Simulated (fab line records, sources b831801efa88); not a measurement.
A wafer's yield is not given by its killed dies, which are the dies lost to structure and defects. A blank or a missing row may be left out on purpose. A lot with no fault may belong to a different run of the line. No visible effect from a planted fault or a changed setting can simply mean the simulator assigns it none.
Chamber matching || flow gf180mcu || cmp-01 running GF_V3_CMP_26: 4 sister chambers
The step polishes, stops on SiO2, t overpolish 15 s, target thk 0 nm. 4 wafers are shown with their chamber, then 11 later ones without.

## EACH WAFER AND ITS CHAMBER
{"wafer": "L639.3", "chamber": 0, "motor-current-A (A)": 10.2}
{"wafer": "L641.2", "chamber": 1, "motor-current-A (A)": 10.6}
{"wafer": "L641.5", "chamber": 3, "motor-current-A (A)": 10.5}
{"wafer": "L640.1", "chamber": 2, "motor-current-A (A)": 12.9}

## WAFERS MISSING THEIR CHAMBER
{"wafer": "L640.2", "motor-current-A (A)": 9.5}
{"wafer": "L640.4", "motor-current-A (A)": 10.3}
{"wafer": "L644.2", "motor-current-A (A)": 10.7}
{"wafer": "L644.4", "motor-current-A (A)": 12.3}
{"wafer": "L644.6", "motor-current-A (A)": 11.0}
{"wafer": "L645.3", "motor-current-A (A)": 10.4}
{"wafer": "L645.4", "motor-current-A (A)": 12.2}
{"wafer": "L645.5", "motor-current-A (A)": 12.9}
{"wafer": "L646.1", "motor-current-A (A)": 10.1}
{"wafer": "L646.4", "motor-current-A (A)": 10.7}
{"wafer": "L646.5", "motor-current-A (A)": 13.0}

## WHICH CHAMBER EACH WENT THROUGH
{"wafer": "L640.2", "from the rows above": "can't be placed: 0 or 3 or 1", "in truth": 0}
{"wafer": "L640.4", "from the rows above": "can't be placed: 0 or 3 or 1", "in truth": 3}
{"wafer": "L644.2", "from the rows above": "can't be placed: 1 or 3 or 0", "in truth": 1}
{"wafer": "L644.4", "from the rows above": 2, "in truth": 2}
{"wafer": "L644.6", "from the rows above": "can't be placed: 1 or 3 or 0", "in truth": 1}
{"wafer": "L645.3", "from the rows above": "can't be placed: 3 or 1 or 0", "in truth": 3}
{"wafer": "L645.4", "from the rows above": 2, "in truth": 2}
{"wafer": "L645.5", "from the rows above": 2, "in truth": 2}
{"wafer": "L646.1", "from the rows above": "can't be placed: 0 or 3 or 1", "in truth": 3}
{"wafer": "L646.4", "from the rows above": "can't be placed: 1 or 3 or 0", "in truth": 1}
{"wafer": "L646.5", "from the rows above": 2, "in truth": 2}
Correct placement for 4 of the 11. Cannot be placed on the basis of these rows: 7; the candidates contain the true chamber in 7. Placed wrongly: 0.
How it was worked out, from the rows above alone: a wafer's distance from a chamber is the root of the sum, over the readings, of the square of ((its reading less the chamber's mean) divided by the reading's scatter). If the next closest chamber is less than 2 further off than the closest, the wafer can't be placed; otherwise it belongs to the closest. Each chamber's mean is taken over the wafers shown for it. The scatter: with one shown wafer a chamber, the root of the mean of the squares of how far each hidden wafer lies from its nearest shown one.
